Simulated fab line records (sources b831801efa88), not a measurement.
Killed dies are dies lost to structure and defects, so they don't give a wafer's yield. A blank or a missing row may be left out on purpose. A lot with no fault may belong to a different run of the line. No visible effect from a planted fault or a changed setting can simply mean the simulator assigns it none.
Which tool was responsible? || flow sky130 || 14 lots with 42 wafers sampled at 4 steps, on a route of 708 steps

WHAT EACH GAUGE READ, for each wafer
SKY_NWELL_THK_MEAS_02.
{"lot": "L364", "measured": "day 2 13:11", "on": "film_metro-04", "NWELL_OXIDATION_THK (nm)": "9.97 10.03 9.98"}
{"lot": "L365", "measured": "day 2 17:02", "on": "film_metro-02", "NWELL_OXIDATION_THK (nm)": "9.48 9.43 9.84"}
{"lot": "L366", "measured": "day 2 20:52", "on": "film_metro-04", "NWELL_OXIDATION_THK (nm)": "10.17 10.12 10.13"}
{"lot": "L367", "measured": "day 3 02:26", "on": "film_metro-04", "NWELL_OXIDATION_THK (nm)": "10.11 10.21 10.14"}
{"lot": "L368", "measured": "day 3 08:16", "on": "film_metro-02", "NWELL_OXIDATION_THK (nm)": "9.74 9.71 9.75"}
{"lot": "L369", "measured": "day 3 13:26", "on": "film_metro-04", "NWELL_OXIDATION_THK (nm)": "9.63 9.63 9.44"}
{"lot": "L370", "measured": "day 3 18:53", "on": "film_metro-01", "NWELL_OXIDATION_THK (nm)": "9.75 9.87 9.65"}
{"lot": "L371", "measured": "day 4 00:26", "on": "film_metro-02", "NWELL_OXIDATION_THK (nm)": "9.98 9.90 9.97"}
{"lot": "L377", "measured": "day 5 07:21", "on": "film_metro-02", "NWELL_OXIDATION_THK (nm)": "9.84 9.69 9.68"}
{"lot": "L380", "measured": "day 5 23:55", "on": "film_metro-01", "NWELL_OXIDATION_THK (nm)": "9.94 10.07 10.06"}
{"lot": "L381", "measured": "day 6 04:51", "on": "film_metro-04", "NWELL_OXIDATION_THK (nm)": "9.93 9.79 10.02"}
{"lot": "L385", "measured": "day 7 01:56", "on": "film_metro-04", "NWELL_OXIDATION_THK (nm)": "9.98 10.18 10.15"}
{"lot": "L386", "measured": "day 7 05:44", "on": "film_metro-04", "NWELL_OXIDATION_THK (nm)": "10.21 10.10 10.27"}
{"lot": "L387", "measured": "day 7 13:02", "on": "film_metro-04", "NWELL_OXIDATION_THK (nm)": "10.15 10.11 10.01"}

SKY_POLY_GATE_CD_MEAS_22.
{"lot": "L364", "measured": "day 16 05:05", "on": "cd_sem-02", "cd_nm (nm)": "149.9 151.3 150.8"}
{"lot": "L365", "measured": "day 16 10:35", "on": "cd_sem-01", "cd_nm (nm)": "148.5 144.4 149.8"}
{"lot": "L366", "measured": "day 16 20:31", "on": "cd_sem-02", "cd_nm (nm)": "151.5 150.0 150.4"}
{"lot": "L367", "measured": "day 17 07:25", "on": "cd_sem-01", "cd_nm (nm)": "150.4 150.6 153.6"}
{"lot": "L368", "measured": "day 17 14:30", "on": "cd_sem-01", "cd_nm (nm)": "152.9 152.5 154.7"}
{"lot": "L369", "measured": "day 17 23:28", "on": "cd_sem-01", "cd_nm (nm)": "146.0 149.3 145.7"}
{"lot": "L370", "measured": "day 18 09:23", "on": "cd_sem-01", "cd_nm (nm)": "150.6 150.5 148.9"}
{"lot": "L371", "measured": "day 18 22:31", "on": "cd_sem-02", "cd_nm (nm)": "148.0 151.1 149.5"}
{"lot": "L377", "measured": "day 21 07:25", "on": "cd_sem-01", "cd_nm (nm)": "149.8 150.9 148.8"}
{"lot": "L380", "measured": "day 22 07:37", "on": "cd_sem-01", "cd_nm (nm)": "149.9 147.1 150.2"}
{"lot": "L381", "measured": "day 22 12:13", "on": "cd_sem-01", "cd_nm (nm)": "153.8 148.2 150.8"}
{"lot": "L385", "measured": "day 23 21:00", "on": "cd_sem-02", "cd_nm (nm)": "151.9 148.9 154.7"}
{"lot": "L386", "measured": "day 24 06:07", "on": "cd_sem-02", "cd_nm (nm)": "149.4 151.2 151.9"}
{"lot": "L387", "measured": "day 24 19:48", "on": "cd_sem-02", "cd_nm (nm)": "151.1 147.3 148.1"}

SKY_LDD_N_OVL_MEAS_07.
{"lot": "L364", "measured": "day 17 09:40", "on": "overlay-01", "LDD_N_OVL (nm)": "-0.9 0.0 0.6"}
{"lot": "L365", "measured": "day 17 15:27", "on": "overlay-02", "LDD_N_OVL (nm)": "0.4 2.2 2.7"}
{"lot": "L366", "measured": "day 18 01:10", "on": "overlay-01", "LDD_N_OVL (nm)": "1.6 0.5 -1.8"}
{"lot": "L367", "measured": "day 18 12:28", "on": "overlay-01", "LDD_N_OVL (nm)": "1.8 2.6 1.8"}
{"lot": "L368", "measured": "day 18 20:19", "on": "overlay-02", "LDD_N_OVL (nm)": "2.2 2.1 3.1"}
{"lot": "L369", "measured": "day 19 05:31", "on": "overlay-02", "LDD_N_OVL (nm)": "2.2 1.1 2.4"}
{"lot": "L370", "measured": "day 19 15:55", "on": "overlay-01", "LDD_N_OVL (nm)": "1.2 0.7 1.3"}
{"lot": "L371", "measured": "day 20 05:49", "on": "overlay-02", "LDD_N_OVL (nm)": "2.3 2.2 3.6"}
{"lot": "L377", "measured": "day 22 13:40", "on": "overlay-02", "LDD_N_OVL (nm)": "-0.2 -0.7 0.1"}
{"lot": "L380", "measured": "day 23 13:30", "on": "overlay-02", "LDD_N_OVL (nm)": "0.0 0.2 -0.7"}
{"lot": "L381", "measured": "day 23 18:28", "on": "overlay-01", "LDD_N_OVL (nm)": "-0.9 0.0 -0.4"}
{"lot": "L385", "measured": "day 25 02:13", "on": "overlay-01", "LDD_N_OVL (nm)": "1.4 0.3 1.7"}
{"lot": "L386", "measured": "day 25 11:21", "on": "overlay-02", "LDD_N_OVL (nm)": "1.7 -0.3 1.8"}
{"lot": "L387", "measured": "day 26 00:52", "on": "overlay-02", "LDD_N_OVL (nm)": "0.7 1.1 0.8"}

EACH LOT AND THE TOOL THAT RAN IT (in order: tool; ch and the chambers of the sampled wafers; start)
{"lot": "L364", "SKY_VT_ADJUST_HVTP_IMPLANT_09": "implanter-02 ch 0, day 6 01:26"}
{"lot": "L365", "SKY_VT_ADJUST_HVTP_IMPLANT_09": "implanter-02 ch 0, day 6 03:40"}
{"lot": "L366", "SKY_VT_ADJUST_HVTP_IMPLANT_09": "implanter-02 ch 0, day 6 10:22"}
{"lot": "L367", "SKY_VT_ADJUST_HVTP_IMPLANT_09": "implanter-02 ch 0, day 6 16:58"}
{"lot": "L368", "SKY_VT_ADJUST_HVTP_IMPLANT_09": "implanter-02 ch 0, day 6 23:01"}
{"lot": "L369", "SKY_VT_ADJUST_HVTP_IMPLANT_09": "implanter-01 ch 0, day 7 05:07"}
{"lot": "L370", "SKY_VT_ADJUST_HVTP_IMPLANT_09": "implanter-01 ch 0, day 7 12:28"}
{"lot": "L371", "SKY_VT_ADJUST_HVTP_IMPLANT_09": "implanter-01 ch 0, day 7 20:52"}
{"lot": "L377", "SKY_VT_ADJUST_HVTP_IMPLANT_09": "implanter-03 ch 0, day 9 09:31"}
{"lot": "L380", "SKY_VT_ADJUST_HVTP_IMPLANT_09": "implanter-03 ch 0, day 10 06:43"}
{"lot": "L381", "SKY_VT_ADJUST_HVTP_IMPLANT_09": "implanter-02 ch 0, day 10 11:55"}
{"lot": "L385", "SKY_VT_ADJUST_HVTP_IMPLANT_09": "implanter-03 ch 0, day 11 13:46"}
{"lot": "L386", "SKY_VT_ADJUST_HVTP_IMPLANT_09": "implanter-03 ch 0, day 11 19:40"}
{"lot": "L387", "SKY_VT_ADJUST_HVTP_IMPLANT_09": "implanter-03 ch 0, day 12 04:20"}
- SKY_VT_ADJUST_HVTP_IMPLANT_09

AS READ BY THE TOOLS THEMSELVES (means over the sampled wafers that have a number; for cases with no such wafer, the mark the record gives instead)
SKY_VT_ADJUST_HVTP_IMPLANT_09.
{"lot": "L364", "tool": "implanter-02", "beam_energy_keV": 150.03}
{"lot": "L365", "tool": "implanter-02", "beam_energy_keV": 149.92}
{"lot": "L366", "tool": "implanter-02", "beam_energy_keV": 149.99}
{"lot": "L367", "tool": "implanter-02", "beam_energy_keV": 150.00}
{"lot": "L368", "tool": "implanter-02", "beam_energy_keV": 150.01}
{"lot": "L369", "tool": "implanter-01", "beam_energy_keV": 150.00}
{"lot": "L370", "tool": "implanter-01", "beam_energy_keV": 150.02}
{"lot": "L371", "tool": "implanter-01", "beam_energy_keV": 149.98}
{"lot": "L377", "tool": "implanter-03", "beam_energy_keV": 149.97}
{"lot": "L380", "tool": "implanter-03", "beam_energy_keV": 149.96}
{"lot": "L381", "tool": "implanter-02", "beam_energy_keV": 149.97}
{"lot": "L385", "tool": "implanter-03", "beam_energy_keV": 164.29}
{"lot": "L386", "tool": "implanter-03", "beam_energy_keV": 164.24}
{"lot": "L387", "tool": "implanter-03", "beam_energy_keV": 164.24}

THE ANSWER, worked out from the rows above alone
Rule: the lots themselves supply what counts as usual. The widest of any qualifying gaps counts: lots, ordered by their means at a reading, are off when they make up no more than a third of the lots, leave a main group of 4 or more, and stand apart from it by 3 or more times the standard deviation of that group's means. If all means in a main group match to the digits the tables above print for the reading, that group is not used. Also off: a lot with no number at a reading for which 4 or more lots have one. Where the step has rows for the other lots, those lots are counted as sound. The gauges are gone through in route order, then the tools' own readings, and for those a lot's mean is taken as printed above. The first step at which some lot is off is used, and at that step the reading that is off furthest; a lot without a number counts as furthest.
Off: L385, L386, L387 (SKY_VT_ADJUST_HVTP_IMPLANT_09, beam_energy_keV). The main group: mean 149.99, standard deviation 0.03.
If a tool, at that step or one of the process steps before it, ran each lot that is off and ran no sound lot following the first of them, it fits. One fits: SKY_VT_ADJUST_HVTP_IMPLANT_09 on implanter-03. Its last sound lot is L380 (day 10 06:43), its first lot that is off L385 (day 11 13:46): a fault that began between those two fits.
On the lots that are off, the tool's own readings at SKY_VT_ADJUST_HVTP_IMPLANT_09 differ by more than 5 times the standard deviation of the sound lots' means, which bears it out; beam_energy_keV reads 164.26 there versus 149.99 on the sound lots.

WHAT THE SIMULATOR HAD INSERTED
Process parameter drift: implanter-03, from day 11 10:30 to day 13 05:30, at SKY_VT_ADJUST_HVTP_IMPLANT_09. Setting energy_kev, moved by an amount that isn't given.
Struck lots among those shown: L385, L386, L387. The rule given above showed the same thing.
